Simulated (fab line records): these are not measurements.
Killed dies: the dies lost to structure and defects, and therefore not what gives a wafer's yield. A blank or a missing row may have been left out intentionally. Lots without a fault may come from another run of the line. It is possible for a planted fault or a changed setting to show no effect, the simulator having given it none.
Which tool is to blame? -- flow sky130 -- Sampling: 15 lots, 45 wafers, 4 of 708 route steps

== WHAT EACH GAUGE READ, for each wafer ==
Not one reading of a measure or inspect step in the record can be checked against a usual standard deviation.

== WHICH TOOL RAN EACH LOT (tool, then ch and the chambers of the sampled wafers, then the start) ==
lot,SKY_FIELD_ISO_DEVELOP_12,SKY_METAL1_SPUTTER_03,SKY_METAL2_SPUTTER_04,SKY_VIA2_ETCH_14
L877,"litho_track-02 ch 0, day 2 05:00","pvd_sputter-04, day 31 20:54","pvd_sputter-01, day 34 05:49","rie_diel-02 ch 0,2,3, day 36 12:37"
L878,"litho_track-01 ch 0, day 2 11:00","pvd_sputter-04, day 32 01:52","pvd_sputter-03, day 34 10:37","rie_diel-02 ch 0,3, day 36 16:28"
L879,"litho_track-01 ch 0, day 2 15:00","pvd_sputter-02, day 32 09:39","pvd_sputter-01, day 34 18:58","rie_diel-02 ch 0,2,3, day 37 01:08"
L881,"litho_track-02 ch 0, day 3 04:00","pvd_sputter-02, day 33 04:34","pvd_sputter-03, day 35 13:14","rie_diel-04 ch 1,2, day 37 18:32"
L883,"litho_track-03 ch 0, day 3 13:00","pvd_sputter-01, day 33 18:16","pvd_sputter-01, day 36 02:46","rie_diel-02 ch 0,3, day 38 08:31"
L885,"litho_track-02 ch 0, day 3 22:00","pvd_sputter-02, day 34 19:24","pvd_sputter-03, day 37 02:34","rie_diel-01 ch 1,3, day 39 06:56"
L888,"litho_track-02, day 4 12:00",-,-,-
L889,"litho_track-02, day 4 20:00",-,-,-
L890,"litho_track-03, day 5 03:00",-,-,-
L895,"litho_track-03 ch 0, day 6 01:00","pvd_sputter-02, day 37 12:11","pvd_sputter-01, day 39 18:16","rie_diel-04 ch 0,2,3, day 41 21:22"
L896,"litho_track-03 ch 0, day 6 08:00","pvd_sputter-04, day 37 23:48","pvd_sputter-04, day 40 05:18","rie_diel-01 ch 1,2, day 42 07:17"
L897,"litho_track-01 ch 0, day 6 13:00","pvd_sputter-04, day 38 12:01","pvd_sputter-01, day 40 17:41","rie_diel-04 ch 0,2,3, day 42 18:20"
L898,"litho_track-03 ch 0, day 6 18:00","pvd_sputter-01, day 38 14:49","pvd_sputter-01, day 40 20:36","rie_diel-01 ch 0,1,2, day 42 22:01"
L899,"litho_track-02 ch 0, day 7 02:00","pvd_sputter-02, day 38 21:46","pvd_sputter-03, day 41 02:06","rie_diel-01 ch 0,1,2, day 43 02:04"
L900,"litho_track-02 ch 0, day 7 04:00","pvd_sputter-04, day 38 18:20","pvd_sputter-01, day 40 22:55","rie_diel-04 ch 2,3, day 42 23:49"
- SKY_FIELD_ISO_DEVELOP_12: develop time 60 s.
- SKY_METAL1_SPUTTER_03: material Ti, target thk 5 nm, time 3.3 s.
- SKY_METAL2_SPUTTER_04: material TiN, target thk 70 nm, time 58.3 s.
- SKY_VIA2_ETCH_14: etches BARC in N2/H2, stops on SiO2, time 45.9 s, target depth 60 nm.

== WHAT THE TOOLS THEMSELVES READ (means of the sampled wafers that have a number; where no wafer has one, the mark that the record gives instead) ==
SKY_FIELD_ISO_DEVELOP_12. Usual: chill_plate_temp_C at 22.99 C, with a standard deviation of 0.1.
lot,tool,chill_plate_temp_C (C),flag
L877,litho_track-02,22.88,
L878,litho_track-01,22.96,
L879,litho_track-01,23.00,
L881,litho_track-02,23.01,
L883,litho_track-03,22.95,
L885,litho_track-02,23.00,
L888,litho_track-02,-,OFF
L889,litho_track-02,-,OFF
L890,litho_track-03,-,OFF
L895,litho_track-03,23.07,
L896,litho_track-03,23.01,
L897,litho_track-01,22.91,
L898,litho_track-03,23.09,
L899,litho_track-02,22.99,
L900,litho_track-02,23.11,

SKY_METAL1_SPUTTER_03. Usual: throttle_valve_pct at 30.0 %, with a standard deviation of 1.1.
lot,tool,throttle_valve_pct (%),flag
L877,pvd_sputter-04,30.2,
L878,pvd_sputter-04,29.9,
L879,pvd_sputter-02,30.0,
L881,pvd_sputter-02,30.1,
L883,pvd_sputter-01,29.9,
L885,pvd_sputter-02,29.8,
L895,pvd_sputter-02,29.7,
L896,pvd_sputter-04,30.3,
L897,pvd_sputter-04,30.2,
L898,pvd_sputter-01,29.0,
L899,pvd_sputter-02,29.6,
L900,pvd_sputter-04,30.1,

SKY_METAL2_SPUTTER_04. Usual: throttle_valve_pct at 29.7 %, with a standard deviation of 1.
lot,tool,throttle_valve_pct (%),flag
L877,pvd_sputter-01,28.7,
L878,pvd_sputter-03,29.8,
L879,pvd_sputter-01,29.3,
L881,pvd_sputter-03,29.7,
L883,pvd_sputter-01,29.4,
L885,pvd_sputter-03,29.1,
L895,pvd_sputter-01,28.8,
L896,pvd_sputter-04,30.3,
L897,pvd_sputter-01,29.9,
L898,pvd_sputter-01,29.6,
L899,pvd_sputter-03,29.7,
L900,pvd_sputter-01,29.5,

SKY_VIA2_ETCH_14. Usual: drypump_motor_current_A 5.7 A, standard deviation 0.32; oes_product_au 0.854 a.u., standard deviation 0.0048; throttle_valve_pct 13.226 %, standard deviation 0.0085.
lot,tool,drypump_motor_current_A (A),oes_product_au (a.u.),throttle_valve_pct (%),flag
L877,rie_diel-02,5.5,0.854,13.228,
L878,rie_diel-02,5.4,0.856,13.223,
L879,rie_diel-02,5.5,0.851,13.224,
L881,rie_diel-04,5.6,0.858,13.231,
L883,rie_diel-02,5.4,0.855,13.229,
L885,rie_diel-01,5.7,0.852,13.227,
L895,rie_diel-04,6.0,0.858,13.231,
L896,rie_diel-01,5.6,0.851,13.229,
L897,rie_diel-04,6.0,0.852,13.226,
L898,rie_diel-01,5.7,0.848,13.225,
L899,rie_diel-01,5.7,0.854,13.224,
L900,rie_diel-04,5.9,0.851,13.221,

== THE ANSWER, worked out from the rows above alone ==
Rule: lot off if the mean of its wafers having a number is beyond 3 standard deviations from the usual mean. A lot without any number at a reading at which 4 lots or more have one is off too. Where the step has rows for the other lots, those lots are counted as sound. The gauges are gone through in route order, then the tools' own readings, and for those a lot's mean is taken as printed above. At the first step where some lot is off, the reading lying furthest off is the one used; lots without a number count as furthest.
Off: L888, L889, L890 (SKY_FIELD_ISO_DEVELOP_12, chill_plate_temp_C). Without a number there: L888, L889, L890.
If a tool, at that step or one of the process steps before it, ran each lot that is off and ran no sound lot following the first of them, it fits. No candidate that was tried fits.

== WHAT THE SIMULATOR HAD INSERTED ==
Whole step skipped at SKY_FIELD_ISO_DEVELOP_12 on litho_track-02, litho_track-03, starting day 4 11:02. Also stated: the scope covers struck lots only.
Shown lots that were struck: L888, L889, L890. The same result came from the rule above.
